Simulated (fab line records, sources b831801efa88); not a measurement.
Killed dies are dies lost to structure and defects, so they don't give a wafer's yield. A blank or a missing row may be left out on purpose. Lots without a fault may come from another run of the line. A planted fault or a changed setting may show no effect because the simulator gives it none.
One fault seen from 2 desks | flow gf180mcu | each desk has only its own numbers; what lay behind them comes last

THE TOOL OWNER'S DESK: pecvd-03
The tool's own readings at GF_MIM_CVD_05 (deposits Si3N4, target thk 42 nm, time 29.086 s): means of the sampled wafers that have a number, for each lot that ran on this tool. A lot is out of limits, marked OUT, if its mean lies more than 4 standard deviations from the usual mean; the brackets give that distance.
Columns: A = heater_power_w at GF_MIM_CVD_05, usual 651 W; B = run_length_s at GF_MIM_CVD_05, usual 57.0 s
lot  | first seen here | A   | B
L808 | day 24 17:31    | 669 | 57.0
L809 | day 25 00:37    | 639 | 57.0
L812 | day 25 19:13    | 679 | 56.7
L815 | day 27 07:23    | 631 | 54.2 (-6.9) OUT
L828 | day 30 13:43    | 678 | 56.7
This desk's finding: out of limits on L815; first on L815, day 27 07:23 (run_length_s at GF_MIM_CVD_05). In limits: L808, L809, L812, L828.

THE METROLOGY DESK
What the gauges read, lot by lot, whatever tool the lot ran on: means of the sampled wafers that have a number. A lot is out of limits, marked OUT, if its mean lies more than 4 standard deviations from the usual mean; the brackets give that distance.
Columns: A = V4_CVD_00_THK at GF_V4_THK_MEAS_01, usual 600 nm; B = V4_OVL at GF_V4_OVL_MEAS_15, usual 1 nm; C = MIM_CVD_05_THK at GF_MIM_THK_MEAS_06, usual 42.0 nm
lot  | first seen here | A   | B  | C
L808 | day 23 16:57    | 601 | -4 | 42.4
L809 | day 24 00:19    | 594 | 5  | 42.2
L811 | day 24 17:31    | 593 | -6 | 41.9
L812 | day 24 19:51    | 603 | 6  | 42.0
L815 | day 26 09:08    | 601 | 2  | 37.8 (-9.0) OUT
L823 | day 28 12:06    | 609 | 6  | 42.3
L826 | day 29 02:04    | 601 | -1 | 41.8
L827 | day 29 15:20    | 594 | 0  | 41.7
L828 | day 29 16:38    | 595 | -3 | 41.9
L829 | day 29 23:07    | 598 | -7 | 41.8
L830 | day 30 06:18    | 594 | 5  | 42.3
L831 | day 30 13:18    | 595 | 2  | 42.5
This desk's finding: out of limits on L815; first on L815, day 27 07:25 (MIM_CVD_05_THK at GF_MIM_THK_MEAS_06). In limits: L808, L809, L811, L812, L823, L826, L827, L828, L829, L830, L831.

PUT TOGETHER
The tool owner's desk could have raised an alarm at day 27 07:23, on L815.
The metrology desk could have raised an alarm at day 27 07:25, on L815.
Of the lots named, all ran GF_MIM_CVD_05 on pecvd-03.

WHAT THE SIMULATOR HAD PUT IN
Process parameter drift: pecvd-03, from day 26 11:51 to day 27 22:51, at GF_MIM_CVD_05. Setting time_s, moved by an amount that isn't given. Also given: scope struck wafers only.
Lots struck among those shown: L815.
Hours from the fault's start to each desk's first reading out of limits: the tool owner's desk, 20; the metrology desk, 20.
